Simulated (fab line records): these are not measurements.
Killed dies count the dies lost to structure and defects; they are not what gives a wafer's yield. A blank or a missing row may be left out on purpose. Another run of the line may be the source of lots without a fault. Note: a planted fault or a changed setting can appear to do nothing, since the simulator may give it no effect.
Matching of chambers | flow sky130 | cmp-02 running SKY_VIA2_CMP_02: 4 sister chambers
The step polishes SiO2. 4 wafers are shown with their chamber, then 8 later ones without.

## EACH WAFER AND ITS CHAMBER
wafer  | chamber | motor current A (A)
L231.6 | 3       | 13.5
L235.2 | 1       | 11.7
L235.4 | 2       | 10.4
L240.1 | 0       | 9.8

## WAFERS WITH NO CHAMBER GIVEN
wafer  | motor current A (A)
L240.4 | 14.4
L240.6 | 10.4
L244.1 | 13.9
L244.4 | 12.0
L244.6 | 12.3
L245.3 | 14.3
L245.5 | 13.7
L245.6 | 10.3

## CHAMBER TAKEN BY EACH
wafer  | from the rows above     | in truth
L240.4 | 3                       | 3
L240.6 | can't be placed: 2 or 0 | 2
L244.1 | 3                       | 3
L244.4 | 1                       | 1
L244.6 | can't be placed: 1 or 3 | 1
L245.3 | 3                       | 3
L245.5 | 3                       | 3
L245.6 | can't be placed: 2 or 0 | 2
Correctly placed: 5 of 8. Not placeable from these rows: 3 (in 3, the candidates include the true chamber). Placed wrongly: 0.
How it was worked out, from the rows above alone: a wafer's distance from a chamber is the root of the sum, over the readings, of the square of ((its reading less the chamber's mean) divided by the reading's scatter). If the next closest chamber is less than 2 further off than the closest, the wafer can't be placed; otherwise it belongs to the closest. The mean given for a chamber averages the wafers shown for that chamber. The scatter: root of mean squared gap, hidden wafer to nearest shown wafer, with one shown wafer a chamber.
